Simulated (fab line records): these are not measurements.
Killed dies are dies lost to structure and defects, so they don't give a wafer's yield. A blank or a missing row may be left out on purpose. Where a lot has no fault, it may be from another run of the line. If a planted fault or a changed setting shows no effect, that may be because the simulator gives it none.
The tool behind it: which one?    flow sky130    24 lots with 72 wafers sampled at 6 steps, on a route of 708 steps

## WHAT THE GAUGES READ, wafer by wafer
SKY_LI_CONTACT_THK_MEAS_23: measures by xrf. Usual: LI_CONTACT_W_THK typically reads 399 nm, with standard deviation 8.4.
lot   measured      on             LI_CONTACT_W_THK (nm)  flag
L074  day 28 11:10  film_metro-02  400 404 403            
L075  day 29 00:43  film_metro-04  404 407 416            
L076  day 29 07:21  film_metro-04  410 410 412            
L077  day 29 20:24  film_metro-04  415 416 415            
L078  day 30 12:50  film_metro-01  392 393 388            
L079  day 31 02:40  film_metro-01  396 391 384            
L080  day 31 08:14  film_metro-02  398 388 387            
L081  day 31 11:29  film_metro-01  386 389 397            
L082  day 32 03:16  film_metro-04  411 407 411            
L084  day 32 09:14  film_metro-04  413 418 416            
L083  day 32 11:02  film_metro-04  410 406 409            
L085  day 32 12:46  film_metro-01  400 397 395            
L086  day 32 23:38  film_metro-01  395 395 396            
L087  day 33 08:45  film_metro-01  393 400 393            
L088  day 33 12:52  film_metro-02  406 397 401            
L090  day 34 22:01  film_metro-02  395 400 403            
L091  day 34 22:21  film_metro-04  390 400 398            
L089  day 34 22:41  film_metro-01  396 395 393            
L092  day 35 00:31  film_metro-01  385 387 385            
L093  day 35 09:55  film_metro-04  400 396 399            
L094  day 36 02:34  film_metro-01  397 402 400            
L096  day 36 21:14  film_metro-02  392 396 388            
L095  day 36 21:31  film_metro-04  406 411 403            
L097  day 37 01:41  film_metro-01  393 397 397            

SKY_CONTACT_THK_MEAS_03. Usual: CONTACT_HDPCVD_THK typically reads 567 nm, with standard deviation 6.
lot   measured      on             CONTACT_HDPCVD_THK (nm)  flag
L074  day 29 13:41  film_metro-03  557 558 563              
L075  day 30 04:34  film_metro-03  564 558 565              
L076  day 30 13:12  film_metro-03  585 573 566              
L077  day 31 01:01  film_metro-04  576 564 565              
L078  day 31 17:01  film_metro-04  567 565 557              
L079  day 32 06:17  film_metro-04  569 570 569              
L080  day 32 12:06  film_metro-04  569 566 571              
L081  day 32 16:08  film_metro-01  569 574 569              
L082  day 33 07:40  film_metro-04  572 566 563              
L084  day 33 13:39  film_metro-01  567 565 565              
L083  day 33 14:53  film_metro-03  569 565 566              
L085  day 33 17:07  film_metro-03  563 561 557              
L086  day 34 02:57  film_metro-01  563 565 565              
L087  day 34 12:41  film_metro-03  577 572 574              
L088  day 34 16:41  film_metro-04  569 573 565              
L090  day 36 01:31  film_metro-03  560 565 569              
L091  day 36 01:56  film_metro-01  569 567 565              
L089  day 36 02:12  film_metro-04  570 570 575              
L092  day 36 03:38  film_metro-01  551 552 563              
L093  day 36 13:35  film_metro-01  570 559 567              
L094  day 37 06:30  film_metro-01  563 567 558              
L096  day 38 01:02  film_metro-01  572 570 566              
L095  day 38 01:25  film_metro-04  570 567 568              
L097  day 38 05:35  film_metro-03  571 568 566              

SKY_VIA2_RS_MEAS_22: measures by four-point-probe. Usual: VIA2_W_RS typically reads 0.2706 ohm/sq, with standard deviation 0.0029.
lot   measured      on             VIA2_W_RS (ohm/sq)    flag
L074  day 35 12:05  film_metro-04  0.2733 0.2692 0.2691  
L075  day 36 01:01  film_metro-03  0.2711 0.2680 0.2745  
L076  day 36 08:57  film_metro-01  0.2680 0.2692 0.2736  
L077  day 36 21:41  film_metro-04  0.2775 0.2764 0.2759  
L078  day 37 12:57  film_metro-03  0.2715 0.2734 0.2749  
L079  day 38 02:37  film_metro-03  0.2739 0.2740 0.2701  
L080  day 38 06:44  film_metro-01  0.2738 0.2706 0.2747  
L081  day 38 10:19  film_metro-04  0.2678 0.2706 0.2705  
L082  day 39 00:22  film_metro-03  0.2720 0.2706 0.2723  
L084  day 39 06:37  film_metro-03  0.2693 0.2677 0.2699  
L083  day 39 09:03  film_metro-03  0.2692 0.2706 0.2704  
L085  day 39 10:02  film_metro-01  0.2652 0.2720 0.2693  
L086  day 39 19:10  film_metro-03  0.2677 0.2690 0.2680  
L087  day 40 03:17  film_metro-04  0.2689 0.2717 0.2702  
L088  day 40 08:40  film_metro-04  0.2667 0.2655 0.2673  
L090  day 41 14:38  film_metro-01  0.2722 0.2740 0.2686  
L091  day 41 14:47  film_metro-01  0.2705 0.2674 0.2672  
L089  day 41 15:20  film_metro-01  0.2700 0.2717 0.2724  
L092  day 41 16:33  film_metro-01  0.2722 0.2691 0.2738  
L093  day 42 01:22  film_metro-03  0.2706 0.2684 0.2658  
L094  day 42 16:50  film_metro-03  0.2685 0.2642 0.2708  
L096  day 43 09:03  film_metro-04  0.2734 0.2749 0.2753  
L095  day 43 09:22  film_metro-01  0.2683 0.2677 0.2662  
L097  day 43 13:50  film_metro-03  0.2743 0.2784 0.2764  

SKY_METAL3_OVL_MEAS_14. Usual: METAL3_OVL typically reads 2 nm, with standard deviation 5.8.
lot   measured      on          METAL3_OVL (nm)  flag
L074  day 37 17:28  overlay-02  6 -5 -5          
L075  day 38 06:00  overlay-02  4 4 3            
L076  day 38 13:51  overlay-02  6 1 8            
L077  day 39 02:05  overlay-02  10 10 3          
L078  day 39 15:53  overlay-02  -1 -1 0          
L079  day 40 05:51  overlay-01  4 2 0            
L080  day 40 09:23  overlay-02  -3 -2 2          
L081  day 40 17:29  overlay-01  -2 -1 -9         
L082  day 41 00:51  overlay-02  -4 -3 -2         
L084  day 41 09:05  overlay-02  3 3 1            
L083  day 41 11:38  overlay-01  1 -1 2           
L085  day 41 12:00  overlay-01  -3 4 1           
L086  day 41 21:23  overlay-01  3 1 3            
L087  day 42 03:50  overlay-02  2 0 -2           
L088  day 42 09:59  overlay-02  4 12 8           
L090  day 43 14:03  overlay-02  -8 -12 0         
L091  day 43 14:39  overlay-01  2 -2 -3          
L089  day 43 14:50  overlay-02  4 -1 -8          
L092  day 43 15:12  overlay-01  13 5 6           
L093  day 43 23:44  overlay-01  -4 -2 3          
L094  day 44 15:17  overlay-02  7 10 8           
L096  day 45 05:59  overlay-01  -9 2 -6          
L095  day 45 06:56  overlay-01  3 -9 -3          
L097  day 45 11:05  overlay-02  4 11 11          

## WHAT TOOL EACH LOT RAN ON (gives the tool, then ch and the chambers of the sampled wafers, and finally the start)
lot   SKY_VIA1_CMP_02                SKY_VIA2_CVD_21
L074  cmp-02 ch 2,3, day 32 00:07    cvd_w-02 ch 0,1, day 35 11:58
L075  cmp-02 ch 0,1,3, day 32 12:52  cvd_w-02 ch 0,1, day 36 00:53
L076  cmp-01 ch 0,1,3, day 32 21:50  cvd_w-01 ch 0,1, day 36 08:48
L077  cmp-01 ch 0,3, day 33 09:58    cvd_w-02 ch 0, day 36 21:32
L078  cmp-01 ch 1,2,3, day 34 01:03  cvd_w-01 ch 0,1, day 37 12:49
L079  cmp-02 ch 2,3, day 34 14:37    cvd_w-02 ch 0,1, day 38 02:29
L080  cmp-01 ch 1,2,3, day 34 20:34  cvd_w-01 ch 0,1, day 38 06:35
L081  cmp-02 ch 0,3, day 35 00:01    cvd_w-01 ch 0,1, day 38 10:11
L082  cmp-01 ch 2,3, day 35 15:10    cvd_w-01 ch 0,1, day 39 00:14
L084  cmp-02 ch 0,1,2, day 35 21:04  cvd_w-02 ch 0,1, day 39 06:29
L083  cmp-02 ch 0,1,3, day 35 22:48  cvd_w-02 ch 0, day 39 08:55
L085  cmp-01 ch 0,2,3, day 36 01:29  cvd_w-02 ch 0,1, day 39 09:55
L086  cmp-02 ch 0,1,2, day 36 10:34  cvd_w-02 ch 0,1, day 39 19:02
L087  cmp-02 ch 0,2, day 36 19:59    cvd_w-01 ch 0,1, day 40 03:10
L088  cmp-01 ch 0,2,3, day 37 00:45  cvd_w-02 ch 0,1, day 40 08:32
L090  cmp-02 ch 0,3, day 38 08:50    cvd_w-02 ch 0,1, day 41 14:30
L091  cmp-02 ch 1,2,3, day 38 09:11  cvd_w-02 ch 0,1, day 41 14:37
L089  cmp-02 ch 0,3, day 38 09:47    cvd_w-02 ch 1, day 41 15:11
L092  cmp-02 ch 2,3, day 38 11:16    cvd_w-02 ch 0,1, day 41 16:25
L093  cmp-02 ch 0,2,3, day 38 19:59  cvd_w-02 ch 0,1, day 42 01:14
L094  cmp-02 ch 0,2, day 39 12:37    cvd_w-02 ch 0,1, day 42 16:42
L096  cmp-01 ch 1,2,3, day 40 05:16  cvd_w-01 ch 0,1, day 43 08:55
L095  cmp-02 ch 0,2,3, day 40 05:41  cvd_w-02 ch 1, day 43 09:14
L097  cmp-02 ch 0,1,3, day 40 10:21  cvd_w-01 ch 0,1, day 43 13:42
- SKY_VIA1_CMP_02: polishes SiO2.
- SKY_VIA2_CVD_21: deposits W, target thk 420 nm, time 126.4 s.

## AS READ BY THE TOOLS THEMSELVES (means over the sampled wafers that have a number; for cases with no such wafer, the mark the record gives instead)
SKY_VIA1_CMP_02. Usual: head_pressure_psi 4.001 psi, standard deviation 0.0082; motor_current_A 11.4 A, standard deviation 1.2; retaining_ring_pressure_frac 0.999, standard deviation 0.0044.
lot   tool    head_pressure_psi (psi)  motor_current_A (A)  retaining_ring_pressure_frac  flag
L074  cmp-02  4.000                    10.4                 0.999                         
L075  cmp-02  4.004                    11.9                 1.000                         
L076  cmp-01  4.000                    10.2                 0.997                         
L077  cmp-01  4.002                    11.4                 0.998                         
L078  cmp-01  4.006                    10.5                 0.997                         
L079  cmp-02  4.013                    10.4                 0.999                         
L080  cmp-01  4.001                    11.0                 0.996                         
L081  cmp-02  3.993                    12.0                 1.003                         
L082  cmp-01  4.011                    11.4                 0.998                         
L084  cmp-02  3.998                    11.4                 0.996                         
L083  cmp-02  3.998                    12.0                 0.998                         
L085  cmp-01  3.999                    11.8                 0.999                         
L086  cmp-02  4.001                    11.9                 0.994                         
L087  cmp-02  3.992                    12.2                 1.004                         
L088  cmp-01  4.009                    11.5                 1.002                         
L090  cmp-02  4.008                    12.1                 0.996                         
L091  cmp-02  4.000                    10.9                 0.997                         
L089  cmp-02  4.002                    12.8                 0.999                         
L092  cmp-02  3.995                    10.7                 1.000                         
L093  cmp-02  4.002                    12.0                 0.999                         
L094  cmp-02  4.006                    10.8                 1.005                         
L096  cmp-01  4.001                    10.7                 1.000                         
L095  cmp-02  4.008                    11.6                 0.999                         
L097  cmp-02  4.002                    12.1                 1.001                         

SKY_VIA2_CVD_21. Usual: 787 W for heater_power_w, sd 28.
lot   tool      heater_power_w (W)  flag
L074  cvd_w-02  830                 
L075  cvd_w-02  831                 
L076  cvd_w-01  758                 
L077  cvd_w-02  793                 
L078  cvd_w-01  771                 
L079  cvd_w-02  842                 
L080  cvd_w-01  764                 
L081  cvd_w-01  757                 
L082  cvd_w-01  772                 
L084  cvd_w-02  788                 
L083  cvd_w-02  797                 
L085  cvd_w-02  794                 
L086  cvd_w-02  790                 
L087  cvd_w-01  760                 
L088  cvd_w-02  789                 
L090  cvd_w-02  783                 
L091  cvd_w-02  791                 
L089  cvd_w-02  791                 
L092  cvd_w-02  796                 
L093  cvd_w-02  790                 
L094  cvd_w-02  785                 
L096  cvd_w-01  757                 
L095  cvd_w-02  774                 
L097  cvd_w-01  767                 

## THE ANSWER, worked out from the rows above alone
Rule: a lot is off if the mean of its wafers that have a number lies more than 3 standard deviations from the usual mean. A lot without any number at a reading at which 4 lots or more have one is off too. Where the step has rows for the other lots, those lots are counted as sound. After the gauges, taken in route order, come the tools' own readings; for these a lot's mean is taken, as printed above. At the first step where some lot is off, the reading lying furthest off is the one used; lots without a number count as furthest.
No lot is off on any of the readings shown, so nothing can be concluded from this.

## WHAT HAD BEEN PUT IN BY THE SIMULATOR
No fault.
